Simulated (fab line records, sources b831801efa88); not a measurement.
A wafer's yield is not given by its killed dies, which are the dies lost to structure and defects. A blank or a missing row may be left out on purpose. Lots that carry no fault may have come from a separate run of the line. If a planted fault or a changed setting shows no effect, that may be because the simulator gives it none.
2 desks, one fault -- flow gf180mcu -- each desk has only its own numbers; what lay behind them comes last

== DESK OF THE TOOL OWNER: plasma-asher-03 ==
The tool's own readings at GF_LVPWELL_STRIP_10 (strips in O2/N2): means of the sampled wafers that have a number, for each lot that ran on this tool. The brackets show how far a lot's mean lies from the usual mean; more than 4 standard deviations puts the lot out of limits, marked OUT.
Columns: A = drypump-motor-current-A at GF_LVPWELL_STRIP_10, usual 5.9 A; B = heater-power-w at GF_LVPWELL_STRIP_10, usual 316 W; C = oes-product-au at GF_LVPWELL_STRIP_10, usual 0.722 a.u.; D = strip-time-to-endpoint-s at GF_LVPWELL_STRIP_10, usual 36.99 s
lot,first seen here,A,B,C,D
L307,day 4 15:38,6.2,328,0.725,36.89
L309,day 4 18:56,6.0,330,0.718,37.09
L312,day 5 09:34,6.2,331,0.724,36.90
L313,day 5 14:40,6.3,330,0.724,36.98
L314,day 5 18:17,6.5,336,0.724,37.13
L318,day 6 17:07,6.2,329,0.936 (+43) OUT,-
L327,day 8 22:22,6.2,330,0.721,37.10
This desk finds L318 out of limits, L318 being first, at day 6 17:07 (oes-product-au at GF_LVPWELL_STRIP_10). L307, L309, L312, L313, L314, L327 stayed within limits.

== THE METROLOGY DESK ==
What the gauges read for every lot (on any tool): the sampled wafers with a number, averaged. The brackets show how far a lot's mean lies from the usual mean; more than 4 standard deviations puts the lot out of limits, marked OUT.
Columns: A = INCOMING_BOW at GF_STI_BOW_MEAS_00, usual 0 um; B = MVSD_TW at GF_MVSD_TW_MEAS_11, usual 1568; C = VT_IMPLANT_3_TW at GF_VT_IMPLANT_TW_MEAS_32, usual 268.3
lot,first seen here,A,B,C
L306,day 1 10:00,-0,1562,269.2
L307,day 1 15:01,7,1542,262.6
L309,day 2 01:00,2,1550,269.2
L311,day 2 11:01,6,1581,268.6
L312,day 2 16:02,-5,1582,263.8
L313,day 2 21:02,-1,1551,268.9
L314,day 3 02:01,0,1573,267.5
L315,day 3 07:01,-6,1570,268.9
L317,day 3 17:00,-0,1580,269.1
L318,day 3 22:02,-3,30 (-99 or more) OUT,267.4
L327,day 5 19:00,2,1582,270.6
L328,day 6 00:02,1,1562,271.1
L329,day 6 05:00,-0,1588,264.7
Finding of this desk: L318 out of limits, first seen on L318 at day 7 08:47 (MVSD_TW at GF_MVSD_TW_MEAS_11). L306, L307, L309, L311, L312, L313, L314, L315, L317, L327, L328, L329 stayed within limits.

== ALL TOGETHER ==
At day 6 17:07, on L318, the tool owner's desk was in a position to raise an alarm.
The metrology desk could have raised an alarm at day 7 08:47, on L318.
Of the lots named, all ran GF_LVPWELL_STRIP_10 on plasma-asher-03.

== WHAT THE SIMULATOR PUT IN ==
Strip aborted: plasma-asher-03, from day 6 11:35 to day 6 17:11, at GF_LVPWELL_STRIP_10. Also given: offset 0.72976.
Lots struck among those shown: L318.
Hours from the fault's start to each desk's first reading out of limits: the tool owner's desk, 6; the metrology desk, 21.
